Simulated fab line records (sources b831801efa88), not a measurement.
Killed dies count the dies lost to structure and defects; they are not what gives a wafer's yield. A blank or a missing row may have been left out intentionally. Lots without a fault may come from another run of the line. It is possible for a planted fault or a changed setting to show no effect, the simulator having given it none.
Chamber matching :: flow sky130 :: rieDiel-02 running SKY_CONTACT_ETCH_16: 4 sister chambers
The step etches BARC in N2/H2, stops on SiO2, time 45.9 s, target depth 60 nm. 14 wafers are shown with their chamber, then 7 later ones without.

== WAFERS PAIRED WITH THEIR CHAMBERS ==
wafer: L569.2
chamber: 1
h2FlowSccm (sccm): 200.1
throttleValvePct (%): 13.244
oesProductAu (a.u.): 0.864

wafer: L569.3
chamber: 3
h2FlowSccm (sccm): 199.9
throttleValvePct (%): 13.230
oesProductAu (a.u.): 0.863

wafer: L569.6
chamber: 1
h2FlowSccm (sccm): 200.6
throttleValvePct (%): 13.210
oesProductAu (a.u.): 0.862

wafer: L570.1
chamber: 3
h2FlowSccm (sccm): 200.0
throttleValvePct (%): 13.222
oesProductAu (a.u.): 0.853

wafer: L570.4
chamber: 2
h2FlowSccm (sccm): 201.4
throttleValvePct (%): 13.214
oesProductAu (a.u.): 0.859

wafer: L570.5
chamber: 2
h2FlowSccm (sccm): 200.5
throttleValvePct (%): 13.208
oesProductAu (a.u.): 0.858

wafer: L574.2
chamber: 0
h2FlowSccm (sccm): 200.5
throttleValvePct (%): 13.229
oesProductAu (a.u.): 0.852

wafer: L574.5
chamber: 2
h2FlowSccm (sccm): 200.1
throttleValvePct (%): 13.213
oesProductAu (a.u.): 0.852

wafer: L574.6
chamber: 3
h2FlowSccm (sccm): 199.9
throttleValvePct (%): 13.226
oesProductAu (a.u.): 0.855

wafer: L586.1
chamber: 3
h2FlowSccm (sccm): 199.9
throttleValvePct (%): 13.229
oesProductAu (a.u.): 0.848

wafer: L586.3
chamber: 1
h2FlowSccm (sccm): 200.0
throttleValvePct (%): 13.234
oesProductAu (a.u.): 0.852

wafer: L586.6
chamber: 3
h2FlowSccm (sccm): 199.5
throttleValvePct (%): 13.236
oesProductAu (a.u.): 0.851

wafer: L587.1
chamber: 3
h2FlowSccm (sccm): 200.2
throttleValvePct (%): 13.198
oesProductAu (a.u.): 0.857

wafer: L587.4
chamber: 1
h2FlowSccm (sccm): 199.7
throttleValvePct (%): 13.216
oesProductAu (a.u.): 0.849

SIGNATURES (means of the wafers above)
reading: h2FlowSccm
chamber 0: 200.500
chamber 1: 200.100
chamber 2: 200.667
chamber 3: 199.900
scatter within a chamber: 0.396

reading: throttleValvePct
chamber 0: 13.22900
chamber 1: 13.22600
chamber 2: 13.21167
chamber 3: 13.22350
scatter within a chamber: 0.0129

reading: oesProductAu
chamber 0: 0.85200
chamber 1: 0.85675
chamber 2: 0.85633
chamber 3: 0.85450
scatter within a chamber: 0.00572
Rule: a wafer lies at a distance from a chamber equal to the root of the sum of squares, over the readings, of (its reading less the chamber's mean, divided by the reading's scatter). The wafer belongs to the nearest chamber; if the next one is less than 2 further off, it can't be placed. The scatter: the root of (the sum of the squares of (reading less its chamber's mean) over the shown wafers, divided by (wafers less chambers)).

== WAFERS WITH NO CHAMBER GIVEN ==
wafer: L587.6
h2FlowSccm (sccm): 200.5
throttleValvePct (%): 13.218
oesProductAu (a.u.): 0.843

wafer: L589.1
h2FlowSccm (sccm): 200.0
throttleValvePct (%): 13.218
oesProductAu (a.u.): 0.851

wafer: L589.5
h2FlowSccm (sccm): 200.6
throttleValvePct (%): 13.222
oesProductAu (a.u.): 0.852

wafer: L589.6
h2FlowSccm (sccm): 199.9
throttleValvePct (%): 13.222
oesProductAu (a.u.): 0.852

wafer: L590.1
h2FlowSccm (sccm): 199.8
throttleValvePct (%): 13.207
oesProductAu (a.u.): 0.861

wafer: L590.4
h2FlowSccm (sccm): 199.7
throttleValvePct (%): 13.245
oesProductAu (a.u.): 0.865

wafer: L590.6
h2FlowSccm (sccm): 200.8
throttleValvePct (%): 13.233
oesProductAu (a.u.): 0.857

== THE CHAMBER EACH PASSED THROUGH ==
wafer: L587.6
from the rows above: can't be placed: 0 or 2 or 3 or 1
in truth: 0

wafer: L589.1
from the rows above: can't be placed: 3 or 1 or 0 or 2
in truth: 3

wafer: L589.5
from the rows above: can't be placed: 0 or 2 or 1 or 3
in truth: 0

wafer: L589.6
from the rows above: can't be placed: 3 or 1 or 0 or 2
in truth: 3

wafer: L590.1
from the rows above: can't be placed: 3 or 1 or 2 or 0
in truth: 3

wafer: L590.4
from the rows above: can't be placed: 1 or 3 or 0 or 2
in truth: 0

wafer: L590.6
from the rows above: can't be placed: 0 or 2 or 1 or 3
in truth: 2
Placed correctly: 0 of 7. Can't be placed from these rows: 7 (the true chamber is among the candidates in 7). Number placed wrongly: 0.
